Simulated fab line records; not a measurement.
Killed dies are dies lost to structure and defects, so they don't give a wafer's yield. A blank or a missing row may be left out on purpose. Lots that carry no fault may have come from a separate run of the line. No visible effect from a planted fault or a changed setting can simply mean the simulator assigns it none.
fab line records :: flow gf180mcu :: part 2 of 2: steps 31 to 44 of 44
record
  lots=5
  wafers=15
  last_day=34
route steps=602 shown PSD@260 NSD@262 SAB@264 SALICIDE@278 CONTACT@287
lots untouched by any fault: they come from a run of this same line in which no faults occurred
start_h: hours from the record's first day to the start of the lot's first wafer shown :: wait_h: hours elapsed since this lot's preceding step :: " the same as in the row above :: L1.1+2: one row covering several wafers at once :: - no value, or no start was given :: * or withheld: withheld :: < > ~ a bound
route shown NAME@n: names a module that has steps shown in the file, with the first one's number in the route :: usual: mean/standard deviation taken from wafers without a fault :: same: alike in all rows :: chamber/n: place in a boat :: sites: the reading at each site :: _std_site: how widely they spread, as a standard deviation :: _edge_site: mean of outer sites minus mean of inner sites :: radius_mm: how far each site lies from the wafer's centre :: mask NAME#n: copy n :: behind: the most recent tool/chamber to have shaped the wafer :: hold: what put the lot on hold/how long, in hours/how the hold closed :: device: names the non-switching transistor (n, p or np) :: end of line: the tests these same wafers got at the end of their route :: a step without rows: its recipe alone :: killed: dies that structure and defects cost at the first sort, which is not the same as the wafer's yield :: map: shows each die of a wafer: x if killed, . if not, _ if none is there
set.NAME: the run value of the setting; set.NAME@STEP: its run value at that earlier step :: model.NAME: the simulator's own value behind a step, which no gauge read
a table for each step, a row for each wafer; lots at some steps of the route
services: when a tool's chamber went out of use (start_h, in hours from the record's first day, below 0 if earlier), for how many hours, and the reason
## steps
# step GF_CONTACT_THK_MEAS_03
# recipe
  reads=SiO2_of_CONTACT_CVD_02
# usual
  CONTACT_CVD_02_THK=856/12
lot.wafer: L076.2
tool: film_metro-01
chamber: -
start_h: 351.19
wait_h: 0.0
CONTACT_CVD_02_THK[nm]: 852

lot.wafer: L076.4
tool: film_metro-01
chamber: -
start_h: 351.19
wait_h: 0.0
CONTACT_CVD_02_THK[nm]: 867

lot.wafer: L076.6
tool: film_metro-01
chamber: -
start_h: 351.19
wait_h: 0.0
CONTACT_CVD_02_THK[nm]: 869

lot.wafer: L079.1
tool: film_metro-03
chamber: -
start_h: 380.31
wait_h: 0.0
CONTACT_CVD_02_THK[nm]: 849

lot.wafer: L079.2
tool: film_metro-03
chamber: -
start_h: 380.31
wait_h: 0.0
CONTACT_CVD_02_THK[nm]: 855

lot.wafer: L079.6
tool: film_metro-03
chamber: -
start_h: 380.31
wait_h: 0.0
CONTACT_CVD_02_THK[nm]: 870

lot.wafer: L082.1
tool: film_metro-01
chamber: -
start_h: 406.77
wait_h: 0.0
CONTACT_CVD_02_THK[nm]: 846

lot.wafer: L082.5
tool: film_metro-01
chamber: -
start_h: 406.77
wait_h: 0.0
CONTACT_CVD_02_THK[nm]: 857

lot.wafer: L082.6
tool: film_metro-01
chamber: -
start_h: 406.77
wait_h: 0.0
CONTACT_CVD_02_THK[nm]: 864

lot.wafer: L093.2
tool: film_metro-04
chamber: -
start_h: 519.45
wait_h: 0.0
CONTACT_CVD_02_THK[nm]: 845

lot.wafer: L093.3
tool: film_metro-04
chamber: -
start_h: 519.45
wait_h: 0.0
CONTACT_CVD_02_THK[nm]: 844

lot.wafer: L093.5
tool: film_metro-04
chamber: -
start_h: 519.45
wait_h: 0.0
CONTACT_CVD_02_THK[nm]: 861

lot.wafer: L095.2
tool: film_metro-03
chamber: -
start_h: 525.52
wait_h: 0.0
CONTACT_CVD_02_THK[nm]: 857

lot.wafer: L095.5
tool: film_metro-03
chamber: -
start_h: 525.52
wait_h: 0.0
CONTACT_CVD_02_THK[nm]: 865

lot.wafer: L095.6
tool: film_metro-03
chamber: -
start_h: 525.52
wait_h: 0.0
CONTACT_CVD_02_THK[nm]: 858
# step GF_CONTACT_CMP_04
# recipe
  material=SiO2
  down_force_psi=4
  platen_rpm=60
  pad_velocity_m_s=0.94248
# usual
  motor_current_A=11.3/0.64
  slurry_filter_dp_kPa=13.49/0.13
  time_to_endpoint_s=104/5.7
lot.wafer: L076.4
tool: cmp-01
chamber: 2
start_h: 351.29
wait_h: 0.1
motor_current_A: 10.8
slurry_filter_dp_kPa: 13.57
time_to_endpoint_s: 108

lot.wafer: L076.2
tool: cmp-01
chamber: 0
start_h: 351.29
wait_h: 0.1
motor_current_A: 11.0
slurry_filter_dp_kPa: 13.36
time_to_endpoint_s: 99

lot.wafer: L076.6
tool: cmp-01
chamber: 2
start_h: 351.29
wait_h: 0.1
motor_current_A: 11.2
slurry_filter_dp_kPa: 13.17
time_to_endpoint_s: 110

lot.wafer: L079.2
tool: cmp-01
chamber: 2
start_h: 380.42
wait_h: 0.1
motor_current_A: 11.6
slurry_filter_dp_kPa: 13.41
time_to_endpoint_s: 107

lot.wafer: L079.1
tool: cmp-01
chamber: 3
start_h: 380.42
wait_h: 0.1
motor_current_A: 10.8
slurry_filter_dp_kPa: 13.61
time_to_endpoint_s: 101

lot.wafer: L079.6
tool: cmp-01
chamber: 2
start_h: 380.42
wait_h: 0.1
motor_current_A: 11.3
slurry_filter_dp_kPa: 13.42
time_to_endpoint_s: 113

lot.wafer: L082.1
tool: cmp-02
chamber: 0
start_h: 409.18
wait_h: 2.4
motor_current_A: 10.8
slurry_filter_dp_kPa: 13.52
time_to_endpoint_s: 101

lot.wafer: L082.6
tool: cmp-02
chamber: 3
start_h: 409.18
wait_h: 2.4
motor_current_A: 12.4
slurry_filter_dp_kPa: 13.42
time_to_endpoint_s: 109

lot.wafer: L082.5
tool: cmp-02
chamber: 0
start_h: 409.18
wait_h: 2.4
motor_current_A: 10.6
slurry_filter_dp_kPa: 13.55
time_to_endpoint_s: 103

lot.wafer: L093.3
tool: cmp-01
chamber: 2
start_h: 519.55
wait_h: 0.1
motor_current_A: 11.0
slurry_filter_dp_kPa: 13.63
time_to_endpoint_s: 100

lot.wafer: L093.2
tool: cmp-01
chamber: 3
start_h: 519.55
wait_h: 0.1
motor_current_A: 11.1
slurry_filter_dp_kPa: 13.34
time_to_endpoint_s: 102

lot.wafer: L093.5
tool: cmp-01
chamber: 2
start_h: 519.55
wait_h: 0.1
motor_current_A: 11.1
slurry_filter_dp_kPa: 13.72
time_to_endpoint_s: 108

lot.wafer: L095.2
tool: cmp-02
chamber: 1
start_h: 525.72
wait_h: 0.2
motor_current_A: 10.9
slurry_filter_dp_kPa: 13.63
time_to_endpoint_s: 102

lot.wafer: L095.5
tool: cmp-02
chamber: 2
start_h: 525.72
wait_h: 0.2
motor_current_A: 12.0
slurry_filter_dp_kPa: 13.42
time_to_endpoint_s: 103

lot.wafer: L095.6
tool: cmp-02
chamber: 3
start_h: 525.72
wait_h: 0.2
motor_current_A: 11.9
slurry_filter_dp_kPa: 13.44
time_to_endpoint_s: 108
# step GF_CONTACT_BOW_MEAS_05
# recipe
  mode=bow
# usual
  CONTACT_BOW=64/6.8
lot.wafer: L076.2
tool: film_metro-04
chamber: -
start_h: 351.56
wait_h: 0.1
CONTACT_BOW[um]: 63

lot.wafer: L076.4
tool: film_metro-04
chamber: -
start_h: 351.56
wait_h: 0.1
CONTACT_BOW[um]: 74

lot.wafer: L076.6
tool: film_metro-04
chamber: -
start_h: 351.56
wait_h: 0.1
CONTACT_BOW[um]: 62

lot.wafer: L079.1
tool: film_metro-01
chamber: -
start_h: 380.67
wait_h: 0.1
CONTACT_BOW[um]: 61

lot.wafer: L079.2
tool: film_metro-01
chamber: -
start_h: 380.67
wait_h: 0.1
CONTACT_BOW[um]: 66

lot.wafer: L079.6
tool: film_metro-01
chamber: -
start_h: 380.67
wait_h: 0.1
CONTACT_BOW[um]: 67

lot.wafer: L082.1
tool: film_metro-04
chamber: -
start_h: 409.43
wait_h: 0.2
CONTACT_BOW[um]: 54

lot.wafer: L082.5
tool: film_metro-04
chamber: -
start_h: 409.43
wait_h: 0.2
CONTACT_BOW[um]: 63

lot.wafer: L082.6
tool: film_metro-04
chamber: -
start_h: 409.43
wait_h: 0.2
CONTACT_BOW[um]: 76

lot.wafer: L093.2
tool: film_metro-01
chamber: -
start_h: 519.82
wait_h: 0.2
CONTACT_BOW[um]: 65

lot.wafer: L093.3
tool: film_metro-01
chamber: -
start_h: 519.82
wait_h: 0.2
CONTACT_BOW[um]: 65

lot.wafer: L093.5
tool: film_metro-01
chamber: -
start_h: 519.82
wait_h: 0.2
CONTACT_BOW[um]: 62

lot.wafer: L095.2
tool: film_metro-03
chamber: -
start_h: 525.89
wait_h: 0.1
CONTACT_BOW[um]: 61

lot.wafer: L095.5
tool: film_metro-03
chamber: -
start_h: 525.89
wait_h: 0.1
CONTACT_BOW[um]: 61

lot.wafer: L095.6
tool: film_metro-03
chamber: -
start_h: 525.89
wait_h: 0.1
CONTACT_BOW[um]: 64
# step GF_CONTACT_DEHYDRATE_06
# recipe
  temp_c=200
  time_s=60
lot.wafer: L076.2+4+6
tool: litho_track-03
chamber: 0
start_h: 362.39
wait_h: 10.8

lot.wafer: L079.1+2+6
tool: litho_track-01
chamber: 0
start_h: 392.47
wait_h: 11.8

lot.wafer: L082.1+5+6
tool: litho_track-01
chamber: 0
start_h: 420.42
wait_h: 11.0

lot.wafer: L093.2+3+5
tool: litho_track-01
chamber: 0
start_h: 530.09
wait_h: 10.3

lot.wafer: L095.2+5+6
tool: litho_track-02
chamber: 0
start_h: 536.59
wait_h: 10.7
# step GF_CONTACT_HMDS_07
# recipe
  prime_time_s=60
  prime_temp_c=120
lot.wafer: L076.2+4+6
tool: litho_track-03
chamber: 0
start_h: 362.54
wait_h: 0.1

lot.wafer: L079.1+2+6
tool: litho_track-01
chamber: 0
start_h: 392.62
wait_h: 0.1

lot.wafer: L082.1+5+6
tool: litho_track-01
chamber: 0
start_h: 420.57
wait_h: 0.1

lot.wafer: L093.2+3+5
tool: litho_track-01
chamber: 0
start_h: 530.24
wait_h: 0.1

lot.wafer: L095.2+5+6
tool: litho_track-02
chamber: 0
start_h: 536.74
wait_h: 0.1
# step GF_CONTACT_COAT_08
# recipe
  resist=BARC
  temp_c=withheld
  time_s=withheld
  spin_rpm=withheld
  resist_thk_nm=withheld
lot.wafer: L076.2+4+6
tool: litho_track-03
chamber: 0
start_h: 362.69
wait_h: 0.1

lot.wafer: L079.1+2+6
tool: litho_track-01
chamber: 0
start_h: 392.77
wait_h: 0.1

lot.wafer: L082.1+5+6
tool: litho_track-01
chamber: 0
start_h: 420.72
wait_h: 0.1

lot.wafer: L093.2+3+5
tool: litho_track-01
chamber: 0
start_h: 530.39
wait_h: 0.1

lot.wafer: L095.2+5+6
tool: litho_track-02
chamber: 0
start_h: 536.89
wait_h: 0.1
# step GF_CONTACT_COAT_09
# recipe
  resist=KrF
  spin_rpm=withheld
  resist_thk_nm=1000
lot.wafer: L076.2+4+6
tool: litho_track-03
chamber: 0
start_h: -
wait_h: -

lot.wafer: L079.1+2+6
tool: litho_track-01
chamber: 0
start_h: -
wait_h: -

lot.wafer: L082.1+5+6
tool: litho_track-01
chamber: 0
start_h: -
wait_h: -

lot.wafer: L093.2+3+5
tool: litho_track-01
chamber: 0
start_h: -
wait_h: -

lot.wafer: L095.2+5+6
tool: litho_track-02
chamber: 0
start_h: -
wait_h: -
# step GF_CONTACT_SOFTBAKE_10
# recipe
  temp_c=130
  time_s=60
  resist=KrF
lot.wafer: L076.2+4+6
tool: litho_track-03
chamber: 0
start_h: -
wait_h: -

lot.wafer: L079.1+2+6
tool: litho_track-01
chamber: 0
start_h: -
wait_h: -

lot.wafer: L082.1+5+6
tool: litho_track-01
chamber: 0
start_h: -
wait_h: -

lot.wafer: L093.2+3+5
tool: litho_track-01
chamber: 0
start_h: -
wait_h: -

lot.wafer: L095.2+5+6
tool: litho_track-02
chamber: 0
start_h: -
wait_h: -
# step GF_CONTACT_EXPOSE_11
# recipe
  mask_id=Contact
  target_cd_nm=220
  na=0.68
  source_shape=conventional
  sigma_outer=0.6
  dose_mj=38
# same
  na=0.68
lot.wafer: L076.2+4+6
tool: krf_scanner-01
chamber: 0
start_h: -
wait_h: -
mask: Contact#0

lot.wafer: L079.1+2+6
tool: krf_scanner-01
chamber: 0
start_h: -
wait_h: -
mask: Contact#0

lot.wafer: L082.1+5+6
tool: krf_scanner-02
chamber: 0
start_h: -
wait_h: -
mask: Contact#0

lot.wafer: L093.2+3+5
tool: krf_scanner-01
chamber: 0
start_h: -
wait_h: -
mask: Contact#0

lot.wafer: L095.2+5+6
tool: krf_scanner-01
chamber: 0
start_h: -
wait_h: -
mask: Contact#0
# step GF_CONTACT_PEB_12
# recipe
  peb_temp_c=135
  peb_time_s=90
  resist=KrF
lot.wafer: L076.2+4+6
tool: litho_track-01
chamber: 0
start_h: -
wait_h: -

lot.wafer: L079.1+2+6
tool: litho_track-01
chamber: 0
start_h: -
wait_h: -

lot.wafer: L082.1+5+6
tool: litho_track-02
chamber: 0
start_h: -
wait_h: -

lot.wafer: L093.2+3+5
tool: litho_track-03
chamber: 0
start_h: -
wait_h: -

lot.wafer: L095.2+5+6
tool: litho_track-02
chamber: 0
start_h: -
wait_h: -
# step GF_CONTACT_DEVELOP_13
# recipe
  develop_time_s=60
  resist=KrF
  dev_temp_c=21
lot.wafer: L076.2+4+6
tool: litho_track-01
chamber: 0
start_h: 373.70
wait_h: 0.2

lot.wafer: L079.1+2+6
tool: litho_track-01
chamber: 0
start_h: 403.57
wait_h: 0.2

lot.wafer: L082.1+5+6
tool: litho_track-02
chamber: 0
start_h: 432.67
wait_h: 0.2

lot.wafer: L093.2+3+5
tool: litho_track-03
chamber: 0
start_h: 542.38
wait_h: 0.2

lot.wafer: L095.2+5+6
tool: litho_track-02
chamber: 0
start_h: 548.59
wait_h: 0.2
# step GF_CONTACT_CD_MEAS_14
# recipe
  target_cd_nm=220
# usual
  cd_nm=220.0/1.4
lot.wafer: L076.2
tool: cd_sem-01
chamber: -
start_h: 373.84
wait_h: 0.1
cd_nm: 219.6

lot.wafer: L076.4
tool: cd_sem-01
chamber: -
start_h: 373.84
wait_h: 0.1
cd_nm: 219.7

lot.wafer: L076.6
tool: cd_sem-01
chamber: -
start_h: 373.84
wait_h: 0.1
cd_nm: 219.2

lot.wafer: L079.1
tool: cd_sem-01
chamber: -
start_h: 403.72
wait_h: 0.1
cd_nm: 219.4

lot.wafer: L079.2
tool: cd_sem-01
chamber: -
start_h: 403.72
wait_h: 0.1
cd_nm: 219.8

lot.wafer: L079.6
tool: cd_sem-01
chamber: -
start_h: 403.72
wait_h: 0.1
cd_nm: 219.3

lot.wafer: L082.1
tool: cd_sem-01
chamber: -
start_h: 432.82
wait_h: 0.1
cd_nm: 218.6

lot.wafer: L082.5
tool: cd_sem-01
chamber: -
start_h: 432.82
wait_h: 0.1
cd_nm: 218.3

lot.wafer: L082.6
tool: cd_sem-01
chamber: -
start_h: 432.82
wait_h: 0.1
cd_nm: 219.5

lot.wafer: L093.2
tool: cd_sem-02
chamber: -
start_h: 542.53
wait_h: 0.1
cd_nm: 220.4

lot.wafer: L093.3
tool: cd_sem-02
chamber: -
start_h: 542.53
wait_h: 0.1
cd_nm: 220.8

lot.wafer: L093.5
tool: cd_sem-02
chamber: -
start_h: 542.53
wait_h: 0.1
cd_nm: 219.4

lot.wafer: L095.2
tool: cd_sem-02
chamber: -
start_h: 548.73
wait_h: 0.1
cd_nm: 218.9

lot.wafer: L095.5
tool: cd_sem-02
chamber: -
start_h: 548.73
wait_h: 0.1
cd_nm: 219.0

lot.wafer: L095.6
tool: cd_sem-02
chamber: -
start_h: 548.73
wait_h: 0.1
cd_nm: 219.5
# step GF_CONTACT_OVL_MEAS_15
# usual
  CONTACT_OVL=0/5.4
lot.wafer: L076.2
tool: overlay-01
chamber: -
start_h: 373.95
wait_h: 0.1
CONTACT_OVL[nm]: 3

lot.wafer: L076.4
tool: overlay-01
chamber: -
start_h: 373.95
wait_h: 0.1
CONTACT_OVL[nm]: -2

lot.wafer: L076.6
tool: overlay-01
chamber: -
start_h: 373.95
wait_h: 0.1
CONTACT_OVL[nm]: -2

lot.wafer: L079.1
tool: overlay-02
chamber: -
start_h: 403.84
wait_h: 0.1
CONTACT_OVL[nm]: -4

lot.wafer: L079.2
tool: overlay-02
chamber: -
start_h: 403.84
wait_h: 0.1
CONTACT_OVL[nm]: -4

lot.wafer: L079.6
tool: overlay-02
chamber: -
start_h: 403.84
wait_h: 0.1
CONTACT_OVL[nm]: -5

lot.wafer: L082.1
tool: overlay-02
chamber: -
start_h: 432.94
wait_h: 0.1
CONTACT_OVL[nm]: 9

lot.wafer: L082.5
tool: overlay-02
chamber: -
start_h: 432.94
wait_h: 0.1
CONTACT_OVL[nm]: -1

lot.wafer: L082.6
tool: overlay-02
chamber: -
start_h: 432.94
wait_h: 0.1
CONTACT_OVL[nm]: 0

lot.wafer: L093.2
tool: overlay-01
chamber: -
start_h: 542.63
wait_h: 0.1
CONTACT_OVL[nm]: 2

lot.wafer: L093.3
tool: overlay-01
chamber: -
start_h: 542.63
wait_h: 0.1
CONTACT_OVL[nm]: 9

lot.wafer: L093.5
tool: overlay-01
chamber: -
start_h: 542.63
wait_h: 0.1
CONTACT_OVL[nm]: 2

lot.wafer: L095.2
tool: overlay-01
chamber: -
start_h: 548.84
wait_h: 0.1
CONTACT_OVL[nm]: -3

lot.wafer: L095.5
tool: overlay-01
chamber: -
start_h: 548.84
wait_h: 0.1
CONTACT_OVL[nm]: -1

lot.wafer: L095.6
tool: overlay-01
chamber: -
start_h: 548.84
wait_h: 0.1
CONTACT_OVL[nm]: -3
# step GF_CONTACT_ETCH_16
# recipe
  chemistry=N2/H2
  target_depth_a=withheld
  overetch_a=withheld
  time_s=withheld
  target=BARC
  ion_energy_ev=200
  source_w=500
  bias_w=100
  pressure_mtorr=30
  n2_flow_sccm=100
  h2_flow_sccm=200
# usual
  drypump_motor_current_A=5.7/0.53
  oes_product_au=0.856/0.0046
  throttle_valve_pct=13.226/0.0087
lot.wafer: L076.2
tool: rie_diel-02
chamber: 2
start_h: 373.98
wait_h: 0.0
drypump_motor_current_A: 5.1
oes_product_au: 0.854
throttle_valve_pct: 13.226

lot.wafer: L076.4
tool: rie_diel-02
chamber: 1
start_h: 373.98
wait_h: 0.0
drypump_motor_current_A: 5.7
oes_product_au: 0.853
throttle_valve_pct: 13.229

lot.wafer: L076.6
tool: rie_diel-02
chamber: 2
start_h: 373.98
wait_h: 0.0
drypump_motor_current_A: 5.1
oes_product_au: 0.850
throttle_valve_pct: 13.227

lot.wafer: L079.1
tool: rie_diel-02
chamber: 2
start_h: 403.88
wait_h: 0.0
drypump_motor_current_A: 5.1
oes_product_au: 0.853
throttle_valve_pct: 13.206

lot.wafer: L079.2
tool: rie_diel-02
chamber: 0
start_h: 403.88
wait_h: 0.0
drypump_motor_current_A: 6.3
oes_product_au: 0.858
throttle_valve_pct: 13.211

lot.wafer: L079.6
tool: rie_diel-02
chamber: 2
start_h: 403.88
wait_h: 0.0
drypump_motor_current_A: 5.1
oes_product_au: 0.853
throttle_valve_pct: 13.221

lot.wafer: L082.1
tool: rie_diel-02
chamber: 1
start_h: 432.97
wait_h: 0.0
drypump_motor_current_A: 5.7
oes_product_au: 0.856
throttle_valve_pct: 13.229

lot.wafer: L082.5
tool: rie_diel-02
chamber: 1
start_h: 432.97
wait_h: 0.0
drypump_motor_current_A: 5.7
oes_product_au: 0.855
throttle_valve_pct: 13.227

lot.wafer: L082.6
tool: rie_diel-02
chamber: 0
start_h: 432.97
wait_h: 0.0
drypump_motor_current_A: 6.4
oes_product_au: 0.859
throttle_valve_pct: 13.215

lot.wafer: L093.2
tool: rie_diel-04
chamber: 0
start_h: 542.66
wait_h: 0.0
drypump_motor_current_A: 6.6
oes_product_au: 0.854
throttle_valve_pct: 13.228

lot.wafer: L093.3
tool: rie_diel-04
chamber: 2
start_h: 542.66
wait_h: 0.0
drypump_motor_current_A: 5.8
oes_product_au: 0.851
throttle_valve_pct: 13.224

lot.wafer: L093.5
tool: rie_diel-04
chamber: 1
start_h: 542.66
wait_h: 0.0
drypump_motor_current_A: 5.5
oes_product_au: 0.858
throttle_valve_pct: 13.210

lot.wafer: L095.2
tool: rie_diel-02
chamber: 1
start_h: 548.87
wait_h: 0.0
drypump_motor_current_A: 5.7
oes_product_au: 0.857
throttle_valve_pct: 13.228

lot.wafer: L095.5
tool: rie_diel-02
chamber: 1
start_h: 548.87
wait_h: 0.0
drypump_motor_current_A: 5.7
oes_product_au: 0.855
throttle_valve_pct: 13.229

lot.wafer: L095.6
tool: rie_diel-02
chamber: 0
start_h: 548.87
wait_h: 0.0
drypump_motor_current_A: 6.3
oes_product_au: 0.851
throttle_valve_pct: 13.230
## services
tool: pvd_sputter-02
chamber: -
start_h: 311.18
hours: 9.5
kind: repair

tool: krf_scanner-01
chamber: -
start_h: 317.87
hours: 0.6
kind: repair

tool: krf_scanner-01
chamber: -
start_h: 323.90
hours: 0.8
kind: pm

tool: rie_diel-02
chamber: 2
start_h: 344.54
hours: 8.3
kind: repair

tool: rie_diel-02
chamber: -
start_h: 345.38
hours: 2.8
kind: pm

tool: pecvd-02
chamber: 0
start_h: 349.56
hours: 4.2
kind: repair

tool: cmp-01
chamber: -
start_h: 355.64
hours: 5.9
kind: repair

tool: krf_scanner-01
chamber: -
start_h: 363.36
hours: 3.6
kind: pm

tool: pecvd-02
chamber: -
start_h: 368.88
hours: 14.0
kind: pm

tool: krf_scanner-01
chamber: -
start_h: 371.58
hours: 7.2
kind: pm

tool: krf_scanner-01
chamber: -
start_h: 378.88
hours: 1.0
kind: repair

tool: iline_stepper-01
chamber: -
start_h: 379.77
hours: 11.1
kind: repair

tool: krf_scanner-01
chamber: -
start_h: 391.27
hours: 1.3
kind: pm

tool: pecvd-01
chamber: -
start_h: 392.67
hours: 2.8
kind: pm

tool: cmp-01
chamber: -
start_h: 395.38
hours: 19.4
kind: pm

tool: rtp_anneal-01
chamber: -
start_h: 410.97
hours: 6.4
kind: pm

tool: wet_bench-02
chamber: -
start_h: 414.45
hours: 1.1
kind: repair

tool: plasma_asher-02
chamber: -
start_h: 421.25
hours: 9.0
kind: pm

tool: krf_scanner-01
chamber: -
start_h: 438.55
hours: 18.4
kind: repair

tool: krf_scanner-01
chamber: -
start_h: 472.05
hours: 1.0
kind: pm

tool: krf_scanner-01
chamber: -
start_h: 492.70
hours: 0.8
kind: pm

tool: rie_diel-02
chamber: 3
start_h: 510.81
hours: 4.2
kind: repair

tool: pecvd-01
chamber: 2
start_h: 524.48
hours: 13.7
kind: repair

tool: rie_diel-02
chamber: 3
start_h: 529.54
hours: 46.6
kind: repair
